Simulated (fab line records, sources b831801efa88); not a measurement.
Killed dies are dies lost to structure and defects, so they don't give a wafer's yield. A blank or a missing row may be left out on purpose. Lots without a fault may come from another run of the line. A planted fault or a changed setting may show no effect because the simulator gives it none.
A struck lot beside a sound one | flow gf180mcu | 27 steps out of a route of 602
Sound: wafers L187.3, L187.5, L187.6. Struck: wafers L176.1, L176.5, L176.6. The cause comes at the end.
At each step with rows: each side's tool, then ch and its chambers, then its first start. Under that, the readings that differ: sound wafers | struck wafers | difference of the means | sigmas: that difference in standard deviations of wafers without a fault.
alike: readings whose means differ by less than 2 such deviations, and words and numbers that are the same on both sides. not compared: withheld readings, readings that some wafer has no value for, bounds like >300 that may hide the same value, and numbers for which the record gives no deviation and whose values overlap.
The two part at a step that has a row with sigmas, a row that says differs or no value, or rows on one side only. Numbers that don't overlap but have no deviation are shown without sigmas and don't part them. A reading that every wafer of one side lacks parts them only if that side has two wafers or more.

first, 1 step without rows for these wafers: GF_MVPSD_IMPLANT_09.
GF_MVPSD_STRIP_10: strips in O2/N2.
  sound on plasma_asher-01 ch 0,1, day 9 18:44; struck on plasma_asher-03 ch 0,1, day 6 23:40
  reading                      | sound             | struck            | difference | sigmas
  strip_time_to_endpoint_s (s) | 36.90 36.92 36.93 | 37.14 37.12 37.24 | +0.25      | +3
  alike: chamber_pressure_mTorr, drypump_motor_current_A, heater_power_w, oes_product_au
  not compared: rf_hours_counter_h
GF_MVPSD_TW_MEAS_11:
  sound on film_metro-01, day 9 18:49; struck on film_metro-01, day 6 23:50
  alike: MVPSD_TW
then, 7 steps without rows for these wafers: GF_VT_IMPLANT_DEHYDRATE_00 (time 60 s); GF_VT_IMPLANT_HMDS_01 (prime time 60 s); GF_VT_IMPLANT_COAT_02 (resist thk 1000 nm); GF_VT_IMPLANT_SOFTBAKE_03 (time 60 s); GF_VT_IMPLANT_EXPOSE_04 (exposes mask LVPWELL LV AREA, target cd 600 nm); GF_VT_IMPLANT_PEB_05; GF_VT_IMPLANT_DEVELOP_06 (develop time 60 s).
GF_VT_IMPLANT_OVL_MEAS_07:
  sound on overlay-02, day 10 12:56; struck on overlay-01, day 7 15:19
  alike: VT_IMPLANT_OVL
then, 1 step without rows for these wafers: GF_VT_IMPLANT_IMPLANT_08.
GF_VT_IMPLANT_STRIP_09: strips in O2/N2.
  sound on plasma_asher-04 ch 0,1, day 10 13:08; struck on plasma_asher-04 ch 0,1, day 7 15:30
  no value came back on the struck wafers for any of 5 readings (chamber_pressure_mTorr (mTorr), drypump_motor_current_A (A) and others); on the sound wafers chamber_pressure_mTorr (mTorr) reads 1496.6 1497.6 1498.8
  reading                                         | sound | struck           | difference | sigmas
  model.NOVOLAK_of_VT_IMPLANT_COAT_02.thk_nm (nm) | 0 0 0 | 999.6 995.6 1001 | +998.7     |
  not compared: rf_hours_counter_h
GF_VT_IMPLANT_TW_MEAS_10:
  sound on film_metro-01, day 10 13:13; struck on film_metro-03, day 7 15:36
  alike: VT_IMPLANT_TW
then, 7 steps without rows for these wafers: GF_VT_IMPLANT_DEHYDRATE_11 (time 60 s); GF_VT_IMPLANT_HMDS_12 (prime time 60 s); GF_VT_IMPLANT_COAT_13 (resist thk 1000 nm); GF_VT_IMPLANT_SOFTBAKE_14 (time 60 s); GF_VT_IMPLANT_EXPOSE_15 (exposes mask Nwell LV AREA, target cd 860 nm); GF_VT_IMPLANT_PEB_16; GF_VT_IMPLANT_DEVELOP_17 (develop time 60 s).
GF_VT_IMPLANT_OVL_MEAS_18:
  sound on overlay-02, day 11 07:26; struck on overlay-01, day 8 07:40
  alike: VT_IMPLANT_01_OVL
then, 1 step without rows for these wafers: GF_VT_IMPLANT_IMPLANT_19.
GF_VT_IMPLANT_STRIP_20: strips in O2/N2.
  sound on plasma_asher-01 ch 0,1, day 11 07:38; struck on plasma_asher-01 ch 0,1, day 8 07:52
  reading                      | sound             | struck            | difference | sigmas
  strip_time_to_endpoint_s (s) | 12.58 12.55 12.58 | 27.60 27.52 27.59 | +15.00     | +99 or more
  alike: chamber_pressure_mTorr, drypump_motor_current_A, heater_power_w, oes_product_au
  not compared: rf_hours_counter_h
GF_VT_IMPLANT_TW_MEAS_21:
  sound on film_metro-03, day 11 07:43; struck on film_metro-03, day 8 07:58
  reading         | sound          | struck   | difference | sigmas
  VT_IMPLANT_2_TW | 1217 1218 1221 | 30 30 31 | -1188      | -99 or more
then, 1 step without rows for these wafers: GF_VT_IMPLANT_DEHYDRATE_22 (time 60 s).
-- the record jumps here: 23 days lie between the struck wafers' starts before and after (it left off in module VT_IMPLANT and takes up again in module PASSIVATION, whose first step shown is number 602 of the route) --
GF_PASSIVATION_PROBE_99:
  the record has rows for the struck wafers here (prober-02, day 31 08:28) and none for the sound ones

WHERE THEY PART
First at GF_MVPSD_STRIP_10; last, within this record, at GF_PASSIVATION_PROBE_99.

WHY: what the simulator had put in
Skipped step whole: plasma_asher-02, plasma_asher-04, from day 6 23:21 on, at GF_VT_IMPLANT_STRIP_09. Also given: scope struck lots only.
